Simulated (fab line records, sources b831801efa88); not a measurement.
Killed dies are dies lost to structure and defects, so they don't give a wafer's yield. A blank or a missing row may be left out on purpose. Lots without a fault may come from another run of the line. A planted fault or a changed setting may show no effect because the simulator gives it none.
A struck lot beside a sound one | flow sky130 | 39 steps out of a route of 708
Sound: wafers L864.2, L864.5, L864.6. Struck: wafers L852.1, L852.3, L852.6. The cause comes at the end.
At each step with rows: each side's tool, then ch and its chambers, then its first start. Under that, the readings that differ: sound wafers | struck wafers | difference of the means | sigmas: that difference in standard deviations of wafers without a fault.
alike: readings whose means differ by less than 2 such deviations, and words and numbers that are the same on both sides. not compared: withheld readings, readings that some wafer has no value for, bounds like >300 that may hide the same value, and numbers for which the record gives no deviation and whose values overlap.
The two part at a step that has a row with sigmas, a row that says differs or no value, or rows on one side only. Numbers that don't overlap but have no deviation are shown without sigmas and don't part them. A reading that every wafer of one side lacks parts them only if that side has two wafers or more.

first, 10 steps without rows for these wafers: SKY_METAL5_SPUTTER_03 (material Ti, target thk 5 nm, time 3.3 s); SKY_METAL5_SPUTTER_04 (material TiN, target thk 70 nm, time 58.3 s); SKY_METAL5_DEHYDRATE_07 (time 60 s); SKY_METAL5_HMDS_08 (prime time 60 s); SKY_METAL5_COAT_09 (resist thk 1800 nm); SKY_METAL5_SOFTBAKE_10 (time 60 s); SKY_METAL5_EXPOSE_11 (exposes mask MM5, target cd 1600 nm); SKY_METAL5_PEB_12; SKY_METAL5_DEVELOP_13 (develop time 60 s); SKY_METAL5_DESCUM_14 (chemistry O2, time 11 s).
SKY_METAL5_METAL_ETCH_15: etches the open film in Cl2/BCl3, stops on SiO2, target depth 1260 nm, time 252 s.
  sound on rie_metal-02 ch 0,1, day 49 11:09; struck on rie_metal-02 ch 0,1, day 46 21:42
  alike: bcl3_flow_sccm, bias_w, drypump_motor_current_A, oes_product_au, throttle_valve_pct
  not compared: rf_hours_counter_h
then, 27 steps without rows for these wafers: SKY_METAL5_STRIP_16 (strips in O2/N2); SKY_METAL5_STRIP_17 (strips in post etch residue remover, time 1200 s); SKY_METAL5_CLEAN_18 (cleans in IPA, time 180 s); SKY_METAL5_CLEAN_19 (cleans in O3/DIW); SKY_PASSIVATION_CVD_00 (deposits SiO2, target thk 90 nm); SKY_PASSIVATION_CVD_02 (deposits Si3N4, target thk 540 nm); SKY_PASSIVATION_DEHYDRATE_04 (time 60 s); SKY_PASSIVATION_HMDS_05 (prime time 60 s); SKY_PASSIVATION_COAT_06 (resist thk 3000 nm); SKY_PASSIVATION_SOFTBAKE_07; SKY_PASSIVATION_EXPOSE_08 (exposes mask NSM, target cd 3000 nm); SKY_PASSIVATION_PEB_09; SKY_PASSIVATION_DEVELOP_10 (develop time 60 s); SKY_PASSIVATION_ETCH_11 (etches the open film in CF4/O2, stops on AlCu, target depth 725 nm, time 161.1 s); SKY_PASSIVATION_STRIP_12 (strips in O2/N2); SKY_PAD_OPEN_DEHYDRATE_00 (time 60 s); SKY_PAD_OPEN_HMDS_01 (prime time 60 s); SKY_PAD_OPEN_COAT_02 (resist thk 3000 nm); SKY_PAD_OPEN_SOFTBAKE_03; SKY_PAD_OPEN_EXPOSE_04 (exposes mask PDM, target cd 60000 nm); SKY_PAD_OPEN_PEB_05; SKY_PAD_OPEN_DEVELOP_06 (develop time 60 s); SKY_PAD_OPEN_ETCH_07 (etches the open film in CF4/O2, stops on AlCu, target depth 725 nm, time 161.1 s); SKY_PAD_OPEN_STRIP_08 (strips in O2/N2); SKY_PAD_OPEN_STRIP_09 (strips in post etch residue remover, time 1200 s); SKY_PAD_OPEN_CLEAN_10 (cleans in IPA, time 180 s); SKY_PAD_OPEN_CLEAN_11 (cleans in O3/DIW).
SKY_PAD_OPEN_PROBE_99:
  sound on prober-01, day 50 23:35; struck on prober-01, day 48 16:26
  reading                               | sound             | struck            | difference | sigmas
  defect_limited_yield (%)              | 83.9 82.1 79.1    | 75.6 77.2 77.0    | -5.1       | -3
  killed_at_M4_up                       | 2 1 2             | 41 34 36          | +35        | +20
  killed_dies                           | 79 88 103         | 120 112 113       | +25        | +3
  killed_short                          | 41 47 54          | 32 28 39          | -14        | -2
  sort_bin_5_function (%)               | 9.1 10.2 13.2     | 16.1 15.0 13.6    | +4.1       | +3
  sort_n_pass                           | 413 404 389       | 372 380 379       | -25        | -3
  sort_yield_pct (%)                    | 83.9 82.1 79.1    | 75.6 77.2 77.0    | -5.1       | -3
  model.etest.tester.sort_n_pass        | 413 404 389       | 372 380 379       | -25        |
  model.etest.tester.sort_yield_pct (%) | 83.94 82.11 79.06 | 75.61 77.24 77.03 | -5.08      |
  model.etest.tester.sort_bin_5_pct (%) | 9.146 10.16 13.21 | 16.06 15.04 13.62 | +4.07      |
  alike: killed_at_M0_to_M3, killed_at_contacts, killed_at_front_end, killed_at_other, killed_open, sort_bin_3_pad_short, sort_bin_6_memory
  not compared: model.etest.tester.sort_bin_3_pct

WHERE THEY PART
Only at SKY_PAD_OPEN_PROBE_99, within this record.

WHY: what the simulator had put in
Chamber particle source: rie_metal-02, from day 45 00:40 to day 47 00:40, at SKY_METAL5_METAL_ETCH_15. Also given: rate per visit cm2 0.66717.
